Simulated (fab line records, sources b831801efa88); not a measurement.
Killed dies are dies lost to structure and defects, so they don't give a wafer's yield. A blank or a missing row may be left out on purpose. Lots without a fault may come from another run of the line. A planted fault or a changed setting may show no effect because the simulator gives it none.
Which tool did it? | flow gf180mcu | 24 lots, 72 wafers sampled, at 4 steps of a route of 602

WHAT THE GAUGES READ, wafer by wafer
GF_M4_RS_MEAS_05: measures by four-point-probe. Usual: M4_ALCU_RS 0.0695 ohm/sq, standard deviation 0.00093.
lot  | measured     | on            | M4_ALCU_RS (ohm/sq)  | flag
L074 | day 22 19:43 | film_metro-03 | 0.0692 0.0693 0.0692 |
L076 | day 23 02:00 | film_metro-03 | 0.0685 0.0692 0.0685 |
L075 | day 23 03:34 | film_metro-02 | 0.0713 0.0709 0.0711 |
L077 | day 23 22:48 | film_metro-03 | 0.0687 0.0702 0.0699 |
L078 | day 24 09:09 | film_metro-02 | 0.0700 0.0700 0.0687 |
L079 | day 24 16:16 | film_metro-03 | 0.0693 0.0682 0.0692 |
L081 | day 24 23:47 | film_metro-04 | 0.0693 0.0691 0.0694 |
L080 | day 25 05:40 | film_metro-02 | 0.0686 0.0692 0.0682 |
L082 | day 25 14:26 | film_metro-02 | 0.0717 0.0702 0.0718 |
L083 | day 25 22:01 | film_metro-03 | 0.0694 0.0689 0.0689 |
L084 | day 26 05:35 | film_metro-04 | 0.0708 0.0702 0.0692 |
L085 | day 26 14:59 | film_metro-04 | 0.0689 0.0675 0.0686 |
L086 | day 26 18:02 | film_metro-02 | 0.0707 0.0704 0.0698 |
L087 | day 27 00:58 | film_metro-04 | 0.0688 0.0690 0.0692 |
L088 | day 27 04:13 | film_metro-02 | 0.0706 0.0713 0.0701 |
L089 | day 27 13:29 | film_metro-04 | 0.0695 0.0685 0.0688 |
L090 | day 27 21:13 | film_metro-04 | 0.0683 0.0682 0.0673 |
L091 | day 28 08:00 | film_metro-03 | 0.0696 0.0695 0.0696 |
L092 | day 28 11:01 | film_metro-02 | 0.0697 0.0696 0.0705 |
L093 | day 28 13:16 | film_metro-04 | 0.0685 0.0693 0.0693 |
L094 | day 29 00:38 | film_metro-02 | 0.0688 0.0704 0.0702 |
L095 | day 29 02:17 | film_metro-02 | 0.0688 0.0698 0.0695 |
L096 | day 29 11:44 | film_metro-03 | 0.0694 0.0713 0.0707 |
L097 | day 29 17:23 | film_metro-03 | 0.0703 0.0700 0.0702 |

GF_M4_CD_MEAS_14: target cd 280 nm. Usual: cd_nm 280.2 nm, standard deviation 1.1.
lot  | measured     | on        | cd_nm (nm)        | flag
L074 | day 23 18:17 | cd_sem-02 | 279.3 279.0 278.9 |
L076 | day 24 00:32 | cd_sem-01 | 278.8 278.6 278.8 |
L075 | day 24 01:43 | cd_sem-01 | 281.3 281.4 281.4 |
L077 | day 24 20:53 | cd_sem-01 | 280.9 280.4 280.8 |
L078 | day 25 06:31 | cd_sem-02 | 278.8 279.0 279.2 |
L079 | day 25 14:01 | cd_sem-01 | 279.5 280.1 280.1 |
L081 | day 25 21:01 | cd_sem-02 | 281.0 278.5 279.3 |
L080 | day 26 02:40 | cd_sem-01 | 279.6 280.6 279.4 |
L082 | day 26 11:29 | cd_sem-01 | 279.7 278.5 279.3 |
L083 | day 26 18:56 | cd_sem-01 | 282.2 280.8 281.2 |
L084 | day 27 01:53 | cd_sem-02 | 280.9 279.9 281.2 |
L085 | day 27 11:23 | cd_sem-02 | 279.8 280.9 280.0 |
L086 | day 27 14:07 | cd_sem-02 | 279.0 278.5 278.4 |
L087 | day 27 20:28 | cd_sem-01 | 279.0 279.9 281.3 |
L088 | day 28 00:28 | cd_sem-02 | 280.9 281.5 280.9 |
L089 | day 28 09:29 | cd_sem-02 | 280.7 281.2 279.8 |
L090 | day 28 16:44 | cd_sem-02 | 282.6 281.5 281.3 |
L091 | day 29 03:34 | cd_sem-02 | 280.0 280.8 280.4 |
L092 | day 29 06:31 | cd_sem-02 | 280.8 280.8 281.2 |
L093 | day 29 08:16 | cd_sem-02 | 281.7 279.6 280.8 |
L094 | day 29 19:10 | cd_sem-02 | 280.7 280.7 280.6 |
L095 | day 29 21:17 | cd_sem-02 | 280.9 281.0 279.4 |
L096 | day 30 07:01 | cd_sem-01 | 278.3 278.2 278.8 |
L097 | day 30 12:14 | cd_sem-02 | 280.2 279.3 280.5 |

GF_V5_THK_MEAS_25: measures by xrf. Usual: V5_W_THK 336 nm, standard deviation 5.
lot  | measured     | on            | V5_W_THK (nm) | flag
L074 | day 27 13:29 | film_metro-03 | 341 338 341   |
L076 | day 27 19:18 | film_metro-03 | 341 336 342   |
L075 | day 27 19:37 | film_metro-04 | 329 333 328   |
L077 | day 28 13:59 | film_metro-03 | 333 338 334   |
L078 | day 28 21:31 | film_metro-03 | 339 335 339   |
L079 | day 29 04:55 | film_metro-01 | 334 329 340   |
L081 | day 29 12:06 | film_metro-01 | 339 338 341   |
L080 | day 29 16:19 | film_metro-01 | 340 333 333   |
L082 | day 30 00:29 | film_metro-01 | 336 337 343   |
L083 | day 30 06:58 | film_metro-03 | 336 339 333   |
L084 | day 30 11:16 | film_metro-04 | 328 323 331   |
L085 | day 30 21:24 | film_metro-03 | 332 335 340   |
L086 | day 31 00:10 | film_metro-03 | 333 341 333   |
L087 | day 31 07:19 | film_metro-04 | 334 334 331   |
L088 | day 31 10:14 | film_metro-04 | 335 336 334   |
L089 | day 31 18:30 | film_metro-03 | 337 338 340   |
L090 | day 32 00:09 | film_metro-01 | 345 342 336   |
L091 | day 32 09:20 | film_metro-04 | 334 332 331   |
L092 | day 32 13:09 | film_metro-01 | 344 338 347   |
L093 | day 32 14:28 | film_metro-01 | 336 330 337   |
L094 | day 32 23:51 | film_metro-03 | 335 339 342   |
L095 | day 33 00:37 | film_metro-04 | 329 327 332   |
L096 | day 33 10:22 | film_metro-03 | 338 336 336   |
L097 | day 33 14:10 | film_metro-04 | 339 328 335   |

WHICH TOOL RAN EACH LOT (tool, then ch and the chambers of the sampled wafers, then the start)
lot  | GF_V3_SPUTTER_21
L074 | pvd_sputter-02, day 22 18:48
L076 | pvd_sputter-02, day 23 01:02
L075 | pvd_sputter-03, day 23 02:39
L077 | pvd_sputter-01, day 23 21:53
L078 | pvd_sputter-01, day 24 08:13
L079 | pvd_sputter-03, day 24 15:21
L081 | pvd_sputter-01, day 24 22:14
L080 | pvd_sputter-03, day 25 04:43
L082 | pvd_sputter-01, day 25 13:31
L083 | pvd_sputter-02, day 25 21:04
L084 | pvd_sputter-02, day 26 04:33
L085 | pvd_sputter-01, day 26 14:03
L086 | pvd_sputter-03, day 26 17:04
L087 | pvd_sputter-01, day 27 00:03
L088 | pvd_sputter-03, day 27 03:16
L089 | pvd_sputter-03, day 27 12:34
L090 | pvd_sputter-01, day 27 20:11
L091 | pvd_sputter-02, day 28 07:03
L092 | pvd_sputter-03, day 28 10:04
L093 | pvd_sputter-02, day 28 12:20
L094 | pvd_sputter-03, day 28 23:43
L095 | pvd_sputter-03, day 29 01:21
L096 | pvd_sputter-03, day 29 10:47
L097 | pvd_sputter-03, day 29 16:28
- GF_V3_SPUTTER_21: material Ti, target thk 15 nm, time 80.02 s.

WHAT THE TOOLS THEMSELVES READ (means of the sampled wafers that have a number; where no wafer has one, the mark that the record gives instead)
GF_V3_SPUTTER_21. Usual: substrate_temp_c 199.99 C, standard deviation 0.16; throttle_valve_pct 30.0 %, standard deviation 0.98.
lot  | tool           | substrate_temp_c (C) | throttle_valve_pct (%) | flag
L074 | pvd_sputter-02 | 200.03               | 30.2                   |
L076 | pvd_sputter-02 | 200.01               | 30.0                   |
L075 | pvd_sputter-03 | 199.87               | 30.9                   |
L077 | pvd_sputter-01 | 200.00               | 29.7                   |
L078 | pvd_sputter-01 | 199.96               | 29.4                   |
L079 | pvd_sputter-03 | 200.08               | 29.9                   |
L081 | pvd_sputter-01 | 199.76               | 29.3                   |
L080 | pvd_sputter-03 | 199.97               | 30.3                   |
L082 | pvd_sputter-01 | 200.06               | 29.2                   |
L083 | pvd_sputter-02 | 200.04               | 30.1                   |
L084 | pvd_sputter-02 | 200.01               | 29.1                   |
L085 | pvd_sputter-01 | 199.95               | 29.9                   |
L086 | pvd_sputter-03 | 200.06               | 30.7                   |
L087 | pvd_sputter-01 | 199.82               | 29.9                   |
L088 | pvd_sputter-03 | 200.07               | 31.5                   |
L089 | pvd_sputter-03 | 199.94               | 30.6                   |
L090 | pvd_sputter-01 | 200.00               | 29.4                   |
L091 | pvd_sputter-02 | 200.01               | 29.3                   |
L092 | pvd_sputter-03 | 200.06               | 30.6                   |
L093 | pvd_sputter-02 | 200.10               | 30.6                   |
L094 | pvd_sputter-03 | 200.05               | 29.5                   |
L095 | pvd_sputter-03 | 200.13               | 30.6                   |
L096 | pvd_sputter-03 | 200.03               | 30.1                   |
L097 | pvd_sputter-03 | 200.00               | 29.6                   |

THE ANSWER, worked out from the rows above alone
Rule: a lot is off if the mean of its wafers that have a number lies more than 3 standard deviations from the usual mean. A lot without any number at a reading at which 4 lots or more have one is off too. The other lots that the step has rows for count as sound. The gauges are gone through in route order, then the tools' own readings, and for those a lot's mean is taken as printed above. The first step at which some lot is off is used, and at that step the reading that is off furthest; a lot without a number counts as furthest.
No lot is off at any reading shown: from this, nothing can be told.

WHAT THE SIMULATOR HAD PUT IN
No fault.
